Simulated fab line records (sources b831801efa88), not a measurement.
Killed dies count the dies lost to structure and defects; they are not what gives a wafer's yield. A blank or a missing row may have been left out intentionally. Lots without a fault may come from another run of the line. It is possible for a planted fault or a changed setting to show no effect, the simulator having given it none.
Which tool is to blame? || flow sky130 || Sampling: 6 lots, 18 wafers, 3 of 708 route steps

== WHAT THE GAUGES SHOWED, per wafer ==
SKY_VT_ADJUST_PCH_TW_MEAS_10.
{"lot": "L822", "measured": "day 12 19:52", "on": "film_metro-03", "VT_ADJUST_PCH_TW": "141.7 142.5 141.8"}
{"lot": "L826", "measured": "day 14 07:51", "on": "film_metro-03", "VT_ADJUST_PCH_TW": "144.5 144.4 144.4"}
{"lot": "L828", "measured": "day 14 22:20", "on": "film_metro-01", "VT_ADJUST_PCH_TW": "140.7 140.5 141.0"}
{"lot": "L830", "measured": "day 15 17:23", "on": "film_metro-03", "VT_ADJUST_PCH_TW": "142.6 142.0 142.8"}
{"lot": "L833", "measured": "day 16 11:35", "on": "film_metro-02", "VT_ADJUST_PCH_TW": "140.9 140.3 141.7"}
{"lot": "L835", "measured": "day 17 08:53", "on": "film_metro-01", "VT_ADJUST_PCH_TW": "139.8 140.2 138.9"}

== EACH LOT AND THE TOOL THAT RAN IT (in order: tool; ch and the chambers of the sampled wafers; start) ==
{"lot": "L822", "SKY_FIELD_ISO_STRIP_16": "plasma_asher-02 ch 0,1, day 4 02:40", "SKY_PWDE_EXPOSE_04": "iline_stepper-01 ch 0, day 5 10:49"}
{"lot": "L826", "SKY_FIELD_ISO_STRIP_16": "plasma_asher-02 ch 0,1, day 5 00:44", "SKY_PWDE_EXPOSE_04": "iline_stepper-02 ch 0, day 6 11:35"}
{"lot": "L828", "SKY_FIELD_ISO_STRIP_16": "plasma_asher-04 ch 0,1, day 5 10:19", "SKY_PWDE_EXPOSE_04": "iline_stepper-02 ch 0, day 6 22:41"}
{"lot": "L830", "SKY_FIELD_ISO_STRIP_16": "plasma_asher-04 ch 0,1, day 5 22:13", "SKY_PWDE_EXPOSE_04": "iline_stepper-01 ch 0, day 7 11:58"}
{"lot": "L833", "SKY_FIELD_ISO_STRIP_16": "plasma_asher-02 ch 0,1, day 6 13:44", "SKY_PWDE_EXPOSE_04": "iline_stepper-02 ch 0, day 8 02:02"}
{"lot": "L835", "SKY_FIELD_ISO_STRIP_16": "plasma_asher-02 ch 0,1, day 7 03:25", "SKY_PWDE_EXPOSE_04": "iline_stepper-01 ch 0, day 8 15:05"}
- SKY_FIELD_ISO_STRIP_16: strips in O2/N2.
- SKY_PWDE_EXPOSE_04: exposes mask PWDEM, target cd 840 nm.

== THE ANSWER, worked out from the rows above alone ==
Rule: what is usual is taken from the lots themselves. Put in order of their means at a reading, lots are off if they are a third of the lots or fewer, leave a main group of 4 or more, and stand apart from it by a gap of 3 or more times the standard deviation of the main group's means; of several such gaps the widest counts. Not used: any main group whose means are identical at the precision the tables above print for the reading. A lot without any number at a reading at which 4 lots or more have one is off too. Where the step has rows for the other lots, those lots are counted as sound.
No lot is off on any of the readings shown, so nothing can be concluded from this.

== WHAT THE SIMULATOR HAD PUT IN ==
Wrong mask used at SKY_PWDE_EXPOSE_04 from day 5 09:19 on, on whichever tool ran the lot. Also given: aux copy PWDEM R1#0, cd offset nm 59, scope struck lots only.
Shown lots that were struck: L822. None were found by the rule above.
